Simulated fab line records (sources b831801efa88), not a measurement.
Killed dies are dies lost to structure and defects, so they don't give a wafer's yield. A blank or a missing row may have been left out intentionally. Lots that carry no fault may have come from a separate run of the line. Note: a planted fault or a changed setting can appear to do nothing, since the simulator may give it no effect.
Struck lot and sound lot, side by side || flow sky130 || 33 steps out of a route of 708
Sound: wafers L594.1, L594.5, L594.6. Struck: wafers L595.1, L595.4, L595.6. At the end, the cause is stated.
Per side, at each step with rows, come the tool, then ch with its chambers, and then its first start. Under that, the readings that differ: sound wafers || struck wafers || difference of the means || sigmas: that difference in standard deviations of wafers without a fault.
alike: readings with means less than 2 such deviations apart, plus words and numbers identical on both sides. not compared: withheld readings, readings lacking a value on some wafer, bounds such as >300 that could conceal the same value, and numbers that have no deviation in the record and whose values overlap.
Wherever a step has rows on one side only, a row that says differs or no value, or a row with sigmas, the two part there. Numbers that don't overlap but have no deviation are shown without sigmas and don't part them. A reading missing from all wafers of one side parts the sides only when that side holds two or more wafers.

first, 7 steps without rows for these wafers: SKY_SONOS_TUNNEL_DEVELOP_06 (develop time 60 s); SKY_SONOS_TUNNEL_IMPLANT_09; SKY_SONOS_TUNNEL_WET_ETCH_10 (etches SiO2 in dHF, target depth 14 nm, time 280 s); SKY_SONOS_TUNNEL_STRIP_11 (strips in SPM, time 600 s); SKY_SONOS_TUNNEL_CLEAN_13 (cleans in dHF, time 20 s); SKY_SONOS_ONO_OXIDATION_00 (stabilise 600 s, purge 300 s, target thk 2.6 nm); SKY_SONOS_ONO_CVD_02 (deposits Si3N4 from DCS/NH3, target thk 10.5 nm, time 180 s).
SKY_SONOS_ONO_CVD_04: deposits SiO2 from SiH4/N2O, target thk 5.7199 nm.
  sound on lpcvd-03 ch 0, day 15 04:10; struck on lpcvd-03 ch 0, day 15 08:21
{"reading": "spikeTcBottomC (C)", "sound": "922.1 920.9 921.5", "struck": "932.6 933.9 932.1", "difference": "+11.4", "sigmas": "+12"}
{"reading": "spikeTcCentreC (C)", "sound": "898.3 899.3 900.2", "struck": "910.9 910.9 908.1", "difference": "+10.7", "sigmas": "+11"}
{"reading": "spikeTcLowerC (C)", "sound": "900.4 899.4 897.4", "struck": "910.4 909.4 909.0", "difference": "+10.5", "sigmas": "+9"}
{"reading": "spikeTcTopC (C)", "sound": "907.2 907.5 907.1", "struck": "918.3 916.6 918.7", "difference": "+10.6", "sigmas": "+4"}
{"reading": "spikeTcUpperC (C)", "sound": "898.7 898.0 898.1", "struck": "909.3 909.1 907.1", "difference": "+10.2", "sigmas": "+11"}
{"reading": "susceptorTempC (C)", "sound": "900.3 900.4 900.2", "struck": "910.1 909.9 909.9", "difference": "+9.7", "sigmas": "+27"}
{"reading": "model.SiO2_of_SONOS_ONO_CVD_04.thkNm (nm)", "sound": "5.6 5.559 5.518", "struck": "6.628 6.667 6.655", "difference": "+1.091", "sigmas": ""}
SKY_SONOS_ONO_THK_MEAS_05:
  sound: filmMetro-01 at day 15 05:25; struck: filmMetro-02 at day 15 09:50
{"reading": "SONOS_ONO_CVD_04_THK (nm)", "sound": "5.59 5.56 5.57", "struck": "6.64 6.65 6.64", "difference": "+1.07", "sigmas": "+11"}
  not compared: hold
then, 22 steps without rows for these wafers: SKY_SONOS_ONO_HMDS_07 (prime time 60 s); SKY_SONOS_ONO_COAT_08 (resist thk 1140 nm); SKY_SONOS_ONO_SOFTBAKE_09 (time 60 s); SKY_SONOS_ONO_EXPOSE_10 (exposes mask ONOM, target cd 410 nm); SKY_SONOS_ONO_PEB_11; SKY_SONOS_ONO_DEVELOP_12 (develop time 60 s); SKY_SONOS_ONO_ETCH_15 (etches the open film in CHF3/O2, target depth 19.52 nm, time 7.8 s); SKY_SONOS_ONO_WET_ETCH_16 (etches SiO2 in dHF, target depth 14 nm, time 280 s); SKY_SONOS_ONO_STRIP_17 (strips in O2/N2); SKY_SONOS_ONO_WET_ETCH_18 (etches Si3N4 in H3PO4, target depth 15 nm, time 172 s); SKY_GATE_OXIDE_CLEAN_00 (cleans in SC1/SC2, time 150 s); SKY_GATE_OXIDE_OXIDATION_01 (stabilise 600 s, purge 300 s, target thk 10.268 nm); SKY_GATE_OXIDE_DEHYDRATE_03 (time 60 s); SKY_GATE_OXIDE_HMDS_04 (prime time 60 s); SKY_GATE_OXIDE_COAT_05 (resist thk 1140 nm); SKY_GATE_OXIDE_SOFTBAKE_06 (time 60 s); SKY_GATE_OXIDE_EXPOSE_07 (exposes mask LVOM, target cd 600 nm); SKY_GATE_OXIDE_PEB_08; SKY_GATE_OXIDE_DEVELOP_09 (develop time 60 s); SKY_GATE_OXIDE_IMPLANT_11; SKY_GATE_OXIDE_WET_ETCH_12 (etches SiO2 in dHF, target depth 16.8 nm, time 336 s); SKY_GATE_OXIDE_STRIP_13 (strips in O2/N2).
-- the record jumps here: 2 days lie between the struck wafers' starts before and after --
SKY_GATE_OXIDE_CLEAN_15: cleans in SC1/SC2, time 150 s.
  sound on wetBench-03 ch 0, day 17 15:57; struck on wetBench-02 ch 3, day 17 19:30
{"reading": "model.SiO2_of_SONOS_ONO_CVD_04.thkNm (nm)", "sound": "4.097 4.06 4.018", "struck": "5.121 5.162 5.15", "difference": "+1.086", "sigmas": ""}
-- here the record skips 31 days between the struck wafers' starts before and after, leaving off in module GATE_OXIDE and picking up in module PAD_OPEN (first step shown: number 708 of the route) --
SKY_PAD_OPEN_PROBE_99:
  sound: prober-02 at day 48 14:46; struck: prober-01 at day 48 17:58
{"reading": "model.etest.sonosUncharged.rOnOhmUm", "sound": "796.5 795.4 809.9", "struck": "860.6 854.5 846.8", "difference": "+53.4", "sigmas": ""}
{"reading": "model.etest.capOno.gateLog10ACm2", "sound": "-8.015 -7.89 -7.898", "struck": "-8.97 -9.055 -8.991", "difference": -1.07, "sigmas": ""}
{"reading": "model.etest.sonosProgrammed.offLog10AUm", "sound": "-13.96 -13.87 -13.85", "struck": "-13.6 -12.96 -13.14", "difference": "+0.7", "sigmas": ""}
{"reading": "model.etest.capOno.gateBvV (V)", "sound": "16.44 16.44 16.25", "struck": "17.25 17.6 17.13", "difference": "+0.95", "sigmas": ""}
{"reading": "model.etest.capOno.toxAccNm (nm)", "sound": "12.88 12.88 12.78", "struck": "13.68 13.75 13.76", "difference": "+0.88", "sigmas": ""}
{"reading": "model.etest.sonosProgrammed.vtV (V)", "sound": "1.464 1.469 1.526", "struck": "0.9678 0.9043 0.9328", "difference": -0.5514, "sigmas": ""}
{"reading": "model.etest.sonosErased.vtV (V)", "sound": "-2.224 -2.342 -2.334", "struck": "-1.929 -1.836 -1.882", "difference": "+0.418", "sigmas": ""}
  alike: killed_at_M0_to_M3, killed_at_M4_up, killedAtContacts, killedAtFrontEnd, killedAtOther, killedDies, killedOpen, killedShort
  not compared: model.etest.sonosErased.driveUaUm

== WHERE THEY PART ==
Last at SKY_SONOS_ONO_THK_MEAS_05 as far as this record goes, first at SKY_SONOS_ONO_CVD_04. Later steps at which nothing parts them and some readings are alike: SKY_PAD_OPEN_PROBE_99.

WHY: what the simulator had put in
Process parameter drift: lpcvd-03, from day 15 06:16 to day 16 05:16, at SKY_SONOS_ONO_CVD_04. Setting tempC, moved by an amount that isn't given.
